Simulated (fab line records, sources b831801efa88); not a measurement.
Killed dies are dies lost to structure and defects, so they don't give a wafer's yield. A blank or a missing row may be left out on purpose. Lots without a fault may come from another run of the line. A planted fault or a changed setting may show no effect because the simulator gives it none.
Problem report in the 8D (eight disciplines) form, filled by code | flow gf180mcu | the parts of the form that need people (team, actions taken, sign-off) are left out

1. THE PROBLEM
LVPWELL_RS at GF_VT_IMPLANT_RS_MEAS_48 reads a mean of 1241 ohm/sq on 4 wafers of 3 lots; wafers without a fault read 1196 ohm/sq with a standard deviation of 3.1. That is +15 standard deviations from the usual mean.
The step: measures by four-point-probe.
First seen on wafer L415.6, day 10 21:59, on film_metro-04. The record holds 42 wafers of 15 lots with a number at this step. Rule for "out", or "out of limits": more than 4 standard deviations from the usual mean. The other wafers with a number count as sound.

2. WHAT IT IS AND WHAT IT IS NOT
question                    | is                                          | is not
which readings at this step | LVPWELL_RS                                  | -
which lots                  | L415, L417, L419                            | L403, L404, L405, L406, L407, L408, L409, L418, L420, L421, L422, L426
which wafers of those lots  | L415.6, L417.1, L417.6, L419.1              | L415.4, L419.4
read on which gauges        | film_metro-02, film_metro-03, film_metro-04 | -
when                        | from day 10 21:59                           | up to then (22 sound wafers); but 16 sound wafers of L418, L419, L420, L421, L422, L426 came after

3. SUSPECTS, AND WHAT RULES EACH OUT
Counting: a tool at a process step up to the reading stays a suspect if it ran every lot that is out. Sound lots after the first of them don't rule it out here, since some wafers of a struck lot are sound.
- the gauge at GF_VT_IMPLANT_RS_MEAS_48: ruled out. The wafers that are out were read on 3 gauges (film_metro-02, film_metro-03, film_metro-04).
- implanter-03 at GF_LVPWELL_IMPLANT_09: kept. It ran every lot that is out, first L415 (day 6 16:38).
Left after counting: implanter-03 at GF_LVPWELL_IMPLANT_09.

4. THE CAUSE (what the simulator had put in)
Process parameter drift: implanter-03, from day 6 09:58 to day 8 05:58, at GF_LVPWELL_IMPLANT_09. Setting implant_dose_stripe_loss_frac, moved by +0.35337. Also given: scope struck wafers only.
Counting left only this tool.

5. THE CHAIN OF EFFECTS, in route order
Each row: a reading whose mean over the struck wafers that have a number lies more than 3 standard deviations from the usual. Only readings for which the record gives a usual standard deviation are gone through. hours: the time from each lot's start at the first step in this table that gives one to its start at this step, as a median over the lots. sigmas: the change in usual standard deviations.
hours | step                     | reading    | usual       | on struck wafers | change | sigmas
0     | GF_VT_IMPLANT_RS_MEAS_48 | LVPWELL_RS | 1196 ohm/sq | 1241             | +45    | +15

6. WHAT WOULD HAVE CAUGHT IT SOONER
In this record the first reading out of limits at a measuring or inspecting step was taken at day 10 21:59, 108 hours after the fault began at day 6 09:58.
Of the tool readings at GF_LVPWELL_IMPLANT_09 for which the record gives a usual standard deviation, none was out on any struck wafer, so an alarm limit of 4 standard deviations on them would not have fired.
All the lots that are out (3) had begun GF_LVPWELL_IMPLANT_09 on implanter-03 by day 10 21:59. A hold on the tool at that time would have spared none of them.
